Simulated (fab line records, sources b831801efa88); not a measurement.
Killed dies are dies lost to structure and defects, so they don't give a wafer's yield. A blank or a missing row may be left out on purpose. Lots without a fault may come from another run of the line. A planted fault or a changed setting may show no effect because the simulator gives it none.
Problem report in the 8D (eight disciplines) form, filled by code | flow gf180mcu | the parts of the form that need people (team, actions taken, sign-off) are left out

1. THE PROBLEM
oes_product_au at GF_HV_LDD_STRIP_37 reads a mean of 0.959 a.u. on 3 wafers of 1 lot; wafers without a fault read 0.716 a.u. with a standard deviation of 0.0044. That is +55 standard deviations from the usual mean.
The step: strips in O2/N2.
First seen on wafer L414.2, day 13 16:46, on plasma_asher-03. The record holds 36 wafers of 12 lots with a number at this step. Rule for "out", or "out of limits": more than 4 standard deviations from the usual mean. The other wafers with a number count as sound.

2. WHAT IT IS AND WHAT IT IS NOT
question                    | is                     | is not
which readings at this step | oes_product_au         | drypump_motor_current_A, heater_power_w
which lots                  | L414                   | L408, L409, L410, L411, L421, L424, L425, L426, L427, L428, L429
which wafers of those lots  | all that have a number | -
read on which tools         | plasma_asher-03        | plasma_asher-01, plasma_asher-04
when                        | from day 13 16:46      | up to then (12 sound wafers); but 21 sound wafers of L421, L424, L425, L426, L427, L428, L429 came after

3. SUSPECTS, AND WHAT RULES EACH OUT
Counting: a tool at a process step up to the reading stays a suspect if it ran every lot that is out and no sound lot after the first of them.
- rie_si-01 at GF_POLY_GATE_ETCH_13 (etches poly-Si in HBr/Cl2, stops on SiO2, target depth 198.5 nm, time 69.6 s): ruled out as a lasting fault. Sound lots L425 ran on it after its first lot that is out, L414 (day 11 04:28).
- plasma_asher-03 at GF_HV_LDD_STRIP_37 (strips in O2/N2): ruled out as a lasting fault. Sound lots L421, L425, L427, L428, L429 ran on it after its first lot that is out, L414 (day 13 16:46).
Left after counting: nothing in the record.

4. THE CAUSE (what the simulator had put in)
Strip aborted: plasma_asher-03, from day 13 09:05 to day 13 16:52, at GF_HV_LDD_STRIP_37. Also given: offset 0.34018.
Counting ruled it out, wrongly.

5. THE CHAIN OF EFFECTS, in route order
Each row: a reading whose mean over the struck wafers that have a number lies more than 3 standard deviations from the usual. Only readings for which the record gives a usual standard deviation are gone through. hours: the time from each lot's start at the first step in this table that gives one to its start at this step, as a median over the lots. sigmas: the change in usual standard deviations.
hours | step               | reading                  | usual      | on struck wafers | change | sigmas
0     | GF_HV_LDD_STRIP_37 | oes_product_au           | 0.716 a.u. | 0.959            | +0.243 | +55
21    | GF_HV_LDD_STRIP_49 | strip_time_to_endpoint_s | 12.63 s    | 12.79            | +0.16  | +4.1
The process steps in it:
- GF_HV_LDD_STRIP_37: strips in O2/N2.
- GF_HV_LDD_STRIP_49: strips in O2/N2.
Readings that are blank on the struck wafers while sound wafers have them: strip_time_to_endpoint_s at GF_HV_LDD_STRIP_37.
Later measuring or inspecting steps at which every struck wafer that the step has a row for has a number for every such reading, and none has moved that far: GF_HV_LDD_TW_MEAS_50.

6. WHAT WOULD HAVE CAUGHT IT SOONER
In this record the first reading out of limits was taken at day 13 16:46, 8 hours after the fault began at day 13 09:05.
